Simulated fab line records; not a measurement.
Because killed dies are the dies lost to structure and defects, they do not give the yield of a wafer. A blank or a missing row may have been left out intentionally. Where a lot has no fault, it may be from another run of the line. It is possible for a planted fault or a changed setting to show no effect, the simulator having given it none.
Which of the tools did it? || flow sky130 || Sampling: 11 lots, 33 wafers, 7 of 708 route steps

== WHAT THE GAUGES SHOWED, per wafer ==
SKY_LDD_HVN_OVL_MEAS_07.
{"lot": "L324", "measured": "day 20 13:27", "on": "overlay-01", "LDD_HVN_OVL (nm)": "1.8 -0.9 0.8"}
{"lot": "L326", "measured": "day 21 14:04", "on": "overlay-02", "LDD_HVN_OVL (nm)": "-0.7 -0.2 -0.8"}
{"lot": "L327", "measured": "day 21 23:24", "on": "overlay-02", "LDD_HVN_OVL (nm)": "4.5 2.3 2.1"}
{"lot": "L330", "measured": "day 22 12:28", "on": "overlay-02", "LDD_HVN_OVL (nm)": "2.0 3.3 3.5"}
{"lot": "L334", "measured": "day 24 10:52", "on": "overlay-01", "LDD_HVN_OVL (nm)": "1.4 1.4 2.6"}
{"lot": "L336", "measured": "day 24 21:04", "on": "overlay-01", "LDD_HVN_OVL (nm)": "1.7 2.4 2.5"}
{"lot": "L338", "measured": "day 25 18:10", "on": "overlay-01", "LDD_HVN_OVL (nm)": "1.5 1.5 0.5"}
{"lot": "L341", "measured": "day 26 17:28", "on": "overlay-01", "LDD_HVN_OVL (nm)": "0.3 0.4 0.5"}
{"lot": "L343", "measured": "day 27 07:01", "on": "overlay-02", "LDD_HVN_OVL (nm)": "1.9 1.9 2.6"}
{"lot": "L346", "measured": "day 28 03:49", "on": "overlay-01", "LDD_HVN_OVL (nm)": "2.3 3.2 2.4"}
{"lot": "L347", "measured": "day 28 10:18", "on": "overlay-02", "LDD_HVN_OVL (nm)": "2.3 3.2 2.2"}

SKY_LDD_HVN_TW_MEAS_10.
{"lot": "L324", "measured": "day 20 13:44", "on": "film-metro-03", "LDD_HVN_TW": "1439 1448 1444"}
{"lot": "L326", "measured": "day 21 14:21", "on": "film-metro-01", "LDD_HVN_TW": "1418 1421 1416"}
{"lot": "L327", "measured": "day 21 23:41", "on": "film-metro-03", "LDD_HVN_TW": "1454 1445 1443"}
{"lot": "L330", "measured": "day 22 12:45", "on": "film-metro-01", "LDD_HVN_TW": "1423 1424 1418"}
{"lot": "L334", "measured": "day 24 11:09", "on": "film-metro-04", "LDD_HVN_TW": "1461 1454 1458"}
{"lot": "L336", "measured": "day 24 21:21", "on": "film-metro-01", "LDD_HVN_TW": "1416 1423 1423"}
{"lot": "L338", "measured": "day 25 18:27", "on": "film-metro-03", "LDD_HVN_TW": "1447 1449 1439"}
{"lot": "L341", "measured": "day 26 17:45", "on": "film-metro-01", "LDD_HVN_TW": "1423 1428 1420"}
{"lot": "L343", "measured": "day 27 07:17", "on": "film-metro-03", "LDD_HVN_TW": "1434 1443 1441"}
{"lot": "L346", "measured": "day 28 04:06", "on": "film-metro-01", "LDD_HVN_TW": "1427 1428 1426"}
{"lot": "L347", "measured": "day 28 10:40", "on": "film-metro-01", "LDD_HVN_TW": "1432 1432 1431"}

SKY_RES_XHIGH_TW_MEAS_09.
{"lot": "L324", "measured": "day 27 01:27", "on": "film-metro-04", "RES_XHIGH_TW": "1647 1661 1661"}
{"lot": "L326", "measured": "day 27 18:42", "on": "film-metro-03", "RES_XHIGH_TW": "1636 1638 1640"}
{"lot": "L327", "measured": "day 28 07:39", "on": "film-metro-03", "RES_XHIGH_TW": "1635 1634 1643"}
{"lot": "L330", "measured": "day 28 17:16", "on": "film-metro-04", "RES_XHIGH_TW": "1660 1654 1656"}
{"lot": "L334", "measured": "day 30 14:46", "on": "film-metro-01", "RES_XHIGH_TW": "996 1000 997"}
{"lot": "L336", "measured": "day 31 00:36", "on": "film-metro-01", "RES_XHIGH_TW": "991 991 995"}
{"lot": "L338", "measured": "day 31 20:13", "on": "film-metro-03", "RES_XHIGH_TW": "1650 1655 1653"}
{"lot": "L341", "measured": "day 32 13:22", "on": "film-metro-03", "RES_XHIGH_TW": "1655 1645 1651"}
{"lot": "L343", "measured": "day 33 04:33", "on": "film-metro-04", "RES_XHIGH_TW": "1660 1665 1666"}
{"lot": "L346", "measured": "day 33 23:30", "on": "film-metro-03", "RES_XHIGH_TW": "1649 1642 1635"}
{"lot": "L347", "measured": "day 34 05:54", "on": "film-metro-01", "RES_XHIGH_TW": "1628 1621 1624"}

SKY_SD_N_RS_MEAS_18: measures by four-point-probe.
{"lot": "L324", "measured": "day 28 07:02", "on": "film-metro-04", "RES_XHIGH_RS (ohm/sq)": "333.7 333.5 334.3"}
{"lot": "L326", "measured": "day 29 00:17", "on": "film-metro-03", "RES_XHIGH_RS (ohm/sq)": "334.6 334.8 334.1"}
{"lot": "L327", "measured": "day 29 12:59", "on": "film-metro-03", "RES_XHIGH_RS (ohm/sq)": "331.3 331.7 332.7"}
{"lot": "L330", "measured": "day 29 21:59", "on": "film-metro-01", "RES_XHIGH_RS (ohm/sq)": "335.2 335.3 333.8"}
{"lot": "L334", "measured": "day 31 18:38", "on": "film-metro-01", "RES_XHIGH_RS (ohm/sq)": "1178.3 1164.1 1167.8"}
{"lot": "L336", "measured": "day 32 04:41", "on": "film-metro-03", "RES_XHIGH_RS (ohm/sq)": "1173.6 1180.4 1171.7"}
{"lot": "L338", "measured": "day 32 21:44", "on": "film-metro-04", "RES_XHIGH_RS (ohm/sq)": "334.6 333.7 333.4"}
{"lot": "L341", "measured": "day 33 16:35", "on": "film-metro-03", "RES_XHIGH_RS (ohm/sq)": "332.7 333.0 333.0"}
{"lot": "L343", "measured": "day 34 08:23", "on": "film-metro-01", "RES_XHIGH_RS (ohm/sq)": "334.4 333.7 334.6"}
{"lot": "L346", "measured": "day 35 02:51", "on": "film-metro-01", "RES_XHIGH_RS (ohm/sq)": "333.2 331.3 331.5"}
{"lot": "L347", "measured": "day 35 09:53", "on": "film-metro-01", "RES_XHIGH_RS (ohm/sq)": "335.2 333.8 333.3"}

SKY_LI_CONTACT_OVL_MEAS_13.
{"lot": "L324", "measured": "day 29 11:58", "on": "overlay-01", "LI_CONTACT_OVL (nm)": "-1 -2 -1"}
{"lot": "L326", "measured": "day 30 04:55", "on": "overlay-02", "LI_CONTACT_OVL (nm)": "-9 0 0"}
{"lot": "L327", "measured": "day 30 18:01", "on": "overlay-01", "LI_CONTACT_OVL (nm)": "-15 -12 -21"}
{"lot": "L330", "measured": "day 31 02:13", "on": "overlay-02", "LI_CONTACT_OVL (nm)": "-12 -8 -10"}
{"lot": "L334", "measured": "day 32 19:52", "on": "overlay-02", "LI_CONTACT_OVL (nm)": "-5 -4 -5"}
{"lot": "L336", "measured": "day 33 08:13", "on": "overlay-02", "LI_CONTACT_OVL (nm)": "-8 -3 -5"}
{"lot": "L338", "measured": "day 34 01:44", "on": "overlay-01", "LI_CONTACT_OVL (nm)": "-2 -2 -6"}
{"lot": "L341", "measured": "day 34 20:26", "on": "overlay-02", "LI_CONTACT_OVL (nm)": "-1 -9 0"}
{"lot": "L343", "measured": "day 35 11:37", "on": "overlay-02", "LI_CONTACT_OVL (nm)": "0 -2 -2"}
{"lot": "L346", "measured": "day 36 04:43", "on": "overlay-01", "LI_CONTACT_OVL (nm)": "1 -5 9"}
{"lot": "L347", "measured": "day 36 13:19", "on": "overlay-01", "LI_CONTACT_OVL (nm)": "1 -5 0"}

== TOOL THAT RAN EACH LOT (tool first, then ch and the chambers of the sampled wafers, then the start) ==
{"lot": "L324", "SKY_RES_XHIGH_IMPLANT_07": "implanter-01 ch 0, day 27 01:12", "SKY_RES_XHIGH_STRIP_08": "plasma-asher-04 ch 0,1, day 27 01:21"}
{"lot": "L326", "SKY_RES_XHIGH_IMPLANT_07": "implanter-03 ch 0, day 27 18:27", "SKY_RES_XHIGH_STRIP_08": "plasma-asher-04 ch 0,1, day 27 18:36"}
{"lot": "L327", "SKY_RES_XHIGH_IMPLANT_07": "implanter-04 ch 0, day 28 07:24", "SKY_RES_XHIGH_STRIP_08": "plasma-asher-04 ch 0,1, day 28 07:33"}
{"lot": "L330", "SKY_RES_XHIGH_IMPLANT_07": "implanter-03 ch 0, day 28 17:01", "SKY_RES_XHIGH_STRIP_08": "plasma-asher-02 ch 0,1, day 28 17:10"}
{"lot": "L334", "SKY_RES_XHIGH_IMPLANT_07": "implanter-01 ch 0, day 30 14:32", "SKY_RES_XHIGH_STRIP_08": "plasma-asher-02 ch 0,1, day 30 14:40"}
{"lot": "L336", "SKY_RES_XHIGH_IMPLANT_07": "implanter-01 ch 0, day 31 00:21", "SKY_RES_XHIGH_STRIP_08": "plasma-asher-04 ch 0,1, day 31 00:30"}
{"lot": "L338", "SKY_RES_XHIGH_IMPLANT_07": "implanter-03 ch 0, day 31 19:59", "SKY_RES_XHIGH_STRIP_08": "plasma-asher-02 ch 0,1, day 31 20:06"}
{"lot": "L341", "SKY_RES_XHIGH_IMPLANT_07": "implanter-04 ch 0, day 32 13:08", "SKY_RES_XHIGH_STRIP_08": "plasma-asher-01 ch 0,1, day 32 13:16"}
{"lot": "L343", "SKY_RES_XHIGH_IMPLANT_07": "implanter-04 ch 0, day 33 04:18", "SKY_RES_XHIGH_STRIP_08": "plasma-asher-01 ch 0,1, day 33 04:27"}
{"lot": "L346", "SKY_RES_XHIGH_IMPLANT_07": "implanter-03 ch 0, day 33 23:16", "SKY_RES_XHIGH_STRIP_08": "plasma-asher-02 ch 0,1, day 33 23:23"}
{"lot": "L347", "SKY_RES_XHIGH_IMPLANT_07": "implanter-01 ch 0, day 34 05:39", "SKY_RES_XHIGH_STRIP_08": "plasma-asher-02 ch 0,1, day 34 05:48"}
- SKY_RES_XHIGH_IMPLANT_07
- SKY_RES_XHIGH_STRIP_08: strips in O2/N2.

== WHAT THE TOOLS THEMSELVES READ (means of the sampled wafers that have a number; where no wafer has one, the mark that the record gives instead) ==
SKY_RES_XHIGH_IMPLANT_07.
{"lot": "L324", "tool": "implanter-01", "beam-energy-keV": 20.002, "beam-on-s (s)": 37.2, "dose-ions-cm2": 3.598e+14, "faraday-current-uA": 546}
{"lot": "L326", "tool": "implanter-03", "beam-energy-keV": 20.002, "beam-on-s (s)": 36.6, "dose-ions-cm2": 3.595e+14, "faraday-current-uA": 552}
{"lot": "L327", "tool": "implanter-04", "beam-energy-keV": 20.000, "beam-on-s (s)": 41.2, "dose-ions-cm2": 3.599e+14, "faraday-current-uA": 490}
{"lot": "L330", "tool": "implanter-03", "beam-energy-keV": 19.996, "beam-on-s (s)": 36.6, "dose-ions-cm2": 3.600e+14, "faraday-current-uA": 553}
{"lot": "L334", "tool": "implanter-01", "beam-energy-keV": 20.001, "beam-on-s (s)": 9.9, "dose-ions-cm2": 7.603e+13, "faraday-current-uA": 428}
{"lot": "L336", "tool": "implanter-01", "beam-energy-keV": 19.996, "beam-on-s (s)": 9.9, "dose-ions-cm2": 7.533e+13, "faraday-current-uA": 428}
{"lot": "L338", "tool": "implanter-03", "beam-energy-keV": 19.999, "beam-on-s (s)": 36.4, "dose-ions-cm2": 3.595e+14, "faraday-current-uA": 556}
{"lot": "L341", "tool": "implanter-04", "beam-energy-keV": 20.005, "beam-on-s (s)": 40.8, "dose-ions-cm2": 3.602e+14, "faraday-current-uA": 499}
{"lot": "L343", "tool": "implanter-04", "beam-energy-keV": 20.006, "beam-on-s (s)": 40.9, "dose-ions-cm2": 3.598e+14, "faraday-current-uA": 496}
{"lot": "L346", "tool": "implanter-03", "beam-energy-keV": 20.002, "beam-on-s (s)": 36.9, "dose-ions-cm2": 3.605e+14, "faraday-current-uA": 550}
{"lot": "L347", "tool": "implanter-01", "beam-energy-keV": 20.002, "beam-on-s (s)": 36.7, "dose-ions-cm2": 3.602e+14, "faraday-current-uA": 553}

SKY_RES_XHIGH_STRIP_08.
{"lot": "L324", "tool": "plasma-asher-04", "drypump-motor-current-A (A)": 5.5, "oes-product-au (a.u.)": 0.716, "strip-time-to-endpoint-s (s)": 14.20}
{"lot": "L326", "tool": "plasma-asher-04", "drypump-motor-current-A (A)": 5.8, "oes-product-au (a.u.)": 0.708, "strip-time-to-endpoint-s (s)": 14.32}
{"lot": "L327", "tool": "plasma-asher-04", "drypump-motor-current-A (A)": 5.8, "oes-product-au (a.u.)": 0.709, "strip-time-to-endpoint-s (s)": 14.29}
{"lot": "L330", "tool": "plasma-asher-02", "drypump-motor-current-A (A)": 5.9, "oes-product-au (a.u.)": 0.714, "strip-time-to-endpoint-s (s)": 14.25}
{"lot": "L334", "tool": "plasma-asher-02", "drypump-motor-current-A (A)": 5.9, "oes-product-au (a.u.)": 0.715, "strip-time-to-endpoint-s (s)": 14.17}
{"lot": "L336", "tool": "plasma-asher-04", "drypump-motor-current-A (A)": 5.8, "oes-product-au (a.u.)": 0.715, "strip-time-to-endpoint-s (s)": 14.18}
{"lot": "L338", "tool": "plasma-asher-02", "drypump-motor-current-A (A)": 6.0, "oes-product-au (a.u.)": 0.712, "strip-time-to-endpoint-s (s)": 14.27}
{"lot": "L341", "tool": "plasma-asher-01", "drypump-motor-current-A (A)": 6.5, "oes-product-au (a.u.)": 0.712, "strip-time-to-endpoint-s (s)": 14.23}
{"lot": "L343", "tool": "plasma-asher-01", "drypump-motor-current-A (A)": 6.5, "oes-product-au (a.u.)": 0.712, "strip-time-to-endpoint-s (s)": 14.22}
{"lot": "L346", "tool": "plasma-asher-02", "drypump-motor-current-A (A)": 6.0, "oes-product-au (a.u.)": 0.713, "strip-time-to-endpoint-s (s)": 14.35}
{"lot": "L347", "tool": "plasma-asher-02", "drypump-motor-current-A (A)": 6.0, "oes-product-au (a.u.)": 0.714, "strip-time-to-endpoint-s (s)": 14.23}

== THE ANSWER, worked out from the rows above alone ==
Rule: the lots themselves supply what counts as usual. The widest of any qualifying gaps counts: lots, ordered by their means at a reading, are off when they make up no more than a third of the lots, leave a main group of 4 or more, and stand apart from it by 3 or more times the standard deviation of that group's means. A main group is skipped when, at the precision printed for the reading in the tables above, its means are all equal. Also off: a lot with no number at a reading for which 4 or more lots have one. Any other lot the step has rows for is counted as sound. Order of review: gauges by route order, followed by the tools' own readings, for which a lot's mean as printed above is used. The first step at which some lot is off is used, and at that step the reading that is off furthest; a lot without a number counts as furthest.
Off: L334, L336, seen at SKY_RES_XHIGH_TW_MEAS_09 (RES_XHIGH_TW). The main group has a mean of 1647 with a standard deviation of 12.
A tool fits if, at a process step before that reading, it ran every lot that is off, and no sound lot after the first of them. Not tried: the gauges at SKY_RES_XHIGH_TW_MEAS_09; whatever is off there is also off at SKY_RES_XHIGH_IMPLANT_07, on other tools, and gauge error can't account for it. Not one of the candidates tried fits.

== WHAT WAS PUT IN BY THE SIMULATOR ==
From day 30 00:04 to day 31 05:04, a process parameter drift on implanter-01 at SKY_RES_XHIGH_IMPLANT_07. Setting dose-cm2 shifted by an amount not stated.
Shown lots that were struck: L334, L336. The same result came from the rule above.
